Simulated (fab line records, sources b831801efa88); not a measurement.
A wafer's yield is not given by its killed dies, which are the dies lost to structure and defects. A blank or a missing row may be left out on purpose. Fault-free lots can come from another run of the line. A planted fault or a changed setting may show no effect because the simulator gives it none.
Which tool did it? ; flow sky130 ; 72 wafers from 24 lots sampled at 5 of the route's 708 steps

== WHAT THE GAUGES READ, wafer by wafer ==
SKY_CONTACT_THK_MEAS_26: measures by xrf. Usual: for CONTACT_W_THK the level is 342 nm and the standard deviation is 6.9.
lot;measured;on;CONTACT_W_THK (nm);flag
L074;day 31 04:41;filmMetro-01;335 346 343;
L075;day 32 00:27;filmMetro-04;341 339 337;
L076;day 32 03:08;filmMetro-02;338 332 339;
L077;day 32 10:28;filmMetro-04;343 342 341;
L078;day 32 20:52;filmMetro-02;331 339 329;
L079;day 33 07:56;filmMetro-01;344 350 348;
L082;day 34 03:20;filmMetro-01;343 352 346;
L081;day 34 04:46;filmMetro-01;347 356 356;
L080;day 34 05:50;filmMetro-02;333 334 334;
L083;day 34 17:58;filmMetro-01;349 347 347;
L084;day 35 03:47;filmMetro-02;330 344 332;
L085;day 35 05:42;filmMetro-01;346 359 346;
L086;day 35 14:13;filmMetro-01;347 346 353;
L087;day 35 18:08;filmMetro-01;350 347 354;
L088;day 36 01:17;filmMetro-02;332 328 329;
L089;day 36 10:42;filmMetro-02;333 341 339;
L090;day 36 22:42;filmMetro-02;336 343 336;
L091;day 37 02:59;filmMetro-01;355 344 341;
L092;day 37 06:02;filmMetro-01;342 346 339;
L093;day 37 13:10;filmMetro-04;336 342 339;
L094;day 37 18:13;filmMetro-01;346 342 342;
L095;day 37 22:52;filmMetro-02;344 336 342;
L096;day 38 13:01;filmMetro-02;340 342 337;
L097;day 39 17:53;filmMetro-01;343 347 354;

SKY_CAP2M_THK_MEAS_01. Usual: for CAP2M_CVD_00_THK the level is 15.48 nm and the standard deviation is 0.22.
lot;measured;on;CAP2M_CVD_00_THK (nm);flag
L074;day 39 08:02;filmMetro-03;15.18 15.23 15.75;
L075;day 40 01:18;filmMetro-01;15.28 15.38 15.63;
L076;day 40 04:21;filmMetro-04;15.60 15.40 15.56;
L077;day 40 10:58;filmMetro-03;15.78 15.93 15.89;
L078;day 40 18:19;filmMetro-01;15.14 15.06 15.39;
L079;day 41 05:12;filmMetro-03;15.47 15.47 15.61;
L082;day 42 06:56;filmMetro-01;15.09 15.41 15.43;
L081;day 42 07:08;filmMetro-03;15.14 15.31 15.57;
L080;day 42 08:14;filmMetro-03;15.36 16.07 15.71;
L083;day 42 13:22;filmMetro-01;15.50 15.50 15.56;
L084;day 42 15:31;filmMetro-01;15.17 15.76 15.49;
L085;day 42 19:02;filmMetro-01;15.42 15.81 15.68;
L086;day 43 00:23;filmMetro-01;15.27 15.28 15.59;
L087;day 43 07:37;filmMetro-01;15.49 15.11 15.71;
L088;day 43 12:31;filmMetro-01;15.51 15.64 15.59;
L089;day 43 19:55;filmMetro-01;15.13 15.47 15.67;
L090;day 44 09:58;filmMetro-03;15.10 15.37 15.07;
L091;day 44 15:14;filmMetro-04;15.20 15.41 15.43;
L092;day 44 15:53;filmMetro-01;15.28 15.07 15.42;
L093;day 45 06:19;filmMetro-04;15.32 15.54 15.73;
L094;day 45 09:00;filmMetro-01;15.30 15.20 15.54;
L095;day 45 11:59;filmMetro-04;15.75 15.90 15.79;
L096;day 45 14:32;filmMetro-04;15.30 15.31 15.65;
L097;day 47 02:01;filmMetro-01;15.38 15.23 15.07;

SKY_METAL4_OVL_MEAS_14. Usual: for METAL4_OVL the level is 0 nm and the standard deviation is 5.3.
lot;measured;on;METAL4_OVL (nm);flag
L074;day 41 07:44;overlay-01;5 -3 -4;
L075;day 41 22:02;overlay-02;1 5 2;
L076;day 42 01:09;overlay-02;-6 1 0;
L077;day 42 08:40;overlay-02;-7 -2 -4;
L078;day 42 14:23;overlay-02;-3 -1 -6;
L079;day 43 01:56;overlay-01;4 -3 -3;
L082;day 44 04:49;overlay-01;3 1 8;
L081;day 44 05:47;overlay-02;2 4 1;
L080;day 44 06:14;overlay-02;9 2 1;
L083;day 44 11:34;overlay-02;6 0 5;
L084;day 44 13:22;overlay-02;-4 -3 -2;
L085;day 44 15:26;overlay-01;-2 8 2;
L086;day 44 21:43;overlay-01;-6 -6 0;
L087;day 45 05:29;overlay-02;-6 -3 -6;
L088;day 45 09:44;overlay-02;-4 -6 -2;
L089;day 45 15:08;overlay-01;4 5 8;
L090;day 46 06:16;overlay-02;-3 11 8;
L091;day 46 10:11;overlay-02;-8 -2 2;
L092;day 46 11:08;overlay-01;2 -3 -8;
L093;day 46 23:44;overlay-01;3 9 9;
L094;day 47 03:22;overlay-02;9 12 8;
L095;day 47 04:23;overlay-02;-2 -5 -2;
L096;day 47 07:37;overlay-02;5 -8 5;
L097;day 48 16:53;overlay-01;-12 -10 -4;

SKY_VIA4_OVL_MEAS_11. Usual: for VIA4_OVL the level is -0.2 nm and the standard deviation is 1.5.
lot;measured;on;VIA4_OVL (nm);flag
L074;day 42 11:32;overlay-01;-0.5 -2.3 0.0;
L075;day 42 21:47;overlay-02;-2.1 -1.1 0.1;
L076;day 43 00:37;overlay-02;0.2 0.2 -0.3;
L077;day 43 08:56;overlay-01;1.2 2.4 0.4;
L078;day 43 14:01;overlay-02;0.9 1.3 -0.3;
L079;day 44 01:29;overlay-01;-3.0 -0.5 -2.1;
L082;day 45 04:05;overlay-02;-1.9 1.0 -0.7;
L081;day 45 05:35;overlay-01;-0.9 -0.7 -1.2;
L080;day 45 05:46;overlay-02;-1.9 -1.5 -3.7;
L083;day 45 11:08;overlay-02;-0.5 2.9 -0.4;
L084;day 45 12:35;overlay-01;0.1 2.7 0.8;
L085;day 45 14:34;overlay-01;0.3 0.2 2.1;
L086;day 45 20:50;overlay-01;-1.0 -0.3 0.3;
L087;day 46 04:19;overlay-01;-0.9 -1.0 -3.2;
L088;day 46 07:29;overlay-02;0.6 -0.1 1.6;
L089;day 46 13:30;overlay-01;-0.4 -0.5 -2.1;
L090;day 47 04:05;overlay-01;0.6 2.1 1.5;
L091;day 47 09:10;overlay-02;3.0 1.2 1.2;
L092;day 47 09:26;overlay-02;2.8 -0.8 0.7;
L093;day 47 20:22;overlay-02;-0.3 -1.0 -0.2;
L094;day 48 00:02;overlay-02;-0.2 -0.1 1.6;
L095;day 48 02:34;overlay-01;-0.6 -1.0 0.3;
L096;day 48 05:23;overlay-02;-1.5 -3.0 -0.2;
L097;day 49 11:13;overlay-02;-1.4 -1.2 0.1;

== TOOL THAT RAN EACH LOT (tool first, then ch and the chambers of the sampled wafers, then the start) ==
lot;SKY_METAL3_ETCH_16
L074;rieMetal-01 ch 0,1, day 38 03:32
L075;rieMetal-01 ch 1, day 38 21:53
L076;rieMetal-01 ch 0,1, day 39 00:51
L077;rieMetal-02 ch 0, day 39 07:11
L078;rieMetal-01 ch 0,1, day 39 14:41
L079;rieMetal-02 ch 0,1, day 40 02:01
L082;rieMetal-01 ch 0,1, day 40 18:55
L081;rieMetal-01 ch 0,1, day 40 20:04
L080;rieMetal-01 ch 0,1, day 40 21:08
L083;rieMetal-02 ch 0,1, day 41 07:19
L084;rieMetal-04 ch 0,1, day 41 12:11
L085;rieMetal-02 ch 0,1, day 41 16:41
L086;rieMetal-02 ch 0,1, day 41 23:49
L087;rieMetal-04 ch 0,1, day 42 05:20
L088;rieMetal-01 ch 0, day 42 09:40
L089;rieMetal-02 ch 0,1, day 42 18:29
L090;rieMetal-01 ch 0,1, day 43 07:53
L091;rieMetal-01 ch 0,1, day 43 12:40
L092;rieMetal-04 ch 0,1, day 43 13:01
L093;rieMetal-01 ch 0,1, day 44 05:11
L094;rieMetal-04 ch 1, day 44 07:46
L095;rieMetal-04 ch 0,1, day 44 10:38
L096;rieMetal-01 ch 0,1, day 44 13:47
L097;rieMetal-02 ch 1, day 46 02:52
- SKY_METAL3_ETCH_16: etches BARC in N2/H2, stops on SiO2, time 88.2 s, target depth 60 nm.

== WHAT THE TOOLS THEMSELVES READ (means of the sampled wafers that have a number; where no wafer has one, the mark that the record gives instead) ==
SKY_METAL3_ETCH_16. Usual: drypumpMotorCurrentA 5.8 A, standard deviation 0.4; oesProductAu 0.626 a.u., standard deviation 0.0051; throttleValvePct 13.204 %, standard deviation 0.0085.
lot;tool;drypumpMotorCurrentA (A);oesProductAu (a.u.);throttleValvePct (%);flag
L074;rieMetal-01;5.9;0.623;13.208;
L075;rieMetal-01;6.1;0.623;13.204;
L076;rieMetal-01;5.9;0.625;13.203;
L077;rieMetal-02;5.3;0.626;13.202;
L078;rieMetal-01;5.8;0.629;13.210;
L079;rieMetal-02;5.2;0.632;13.200;
L082;rieMetal-01;5.8;0.628;13.192;
L081;rieMetal-01;5.8;0.628;13.204;
L080;rieMetal-01;5.8;0.624;13.206;
L083;rieMetal-02;5.2;0.626;13.199;
L084;rieMetal-04;6.2;0.626;13.208;
L085;rieMetal-02;5.2;0.626;13.211;
L086;rieMetal-02;5.2;0.627;13.207;
L087;rieMetal-04;6.2;0.628;13.197;
L088;rieMetal-01;5.7;0.622;13.209;
L089;rieMetal-02;5.2;0.623;13.212;
L090;rieMetal-01;5.8;0.624;13.201;
L091;rieMetal-01;5.8;0.629;13.204;
L092;rieMetal-04;6.2;0.626;13.205;
L093;rieMetal-01;6.0;0.628;13.203;
L094;rieMetal-04;6.3;0.624;13.207;
L095;rieMetal-04;6.2;0.626;13.202;
L096;rieMetal-01;6.0;0.627;13.206;
L097;rieMetal-02;5.1;0.631;13.204;

== THE ANSWER, worked out from the rows above alone ==
Rule: lot off if the mean of its wafers having a number is beyond 3 standard deviations from the usual mean. A lot without any number at a reading at which 4 lots or more have one is off too. All remaining lots with rows at the step are treated as sound. The gauges are gone through in route order, then the tools' own readings, and for those a lot's mean is taken as printed above. At the first step where some lot is off, the reading lying furthest off is the one used; lots without a number count as furthest.
Nothing can be told from this: no lot is off at any reading shown.

== WHAT WAS PUT IN BY THE SIMULATOR ==
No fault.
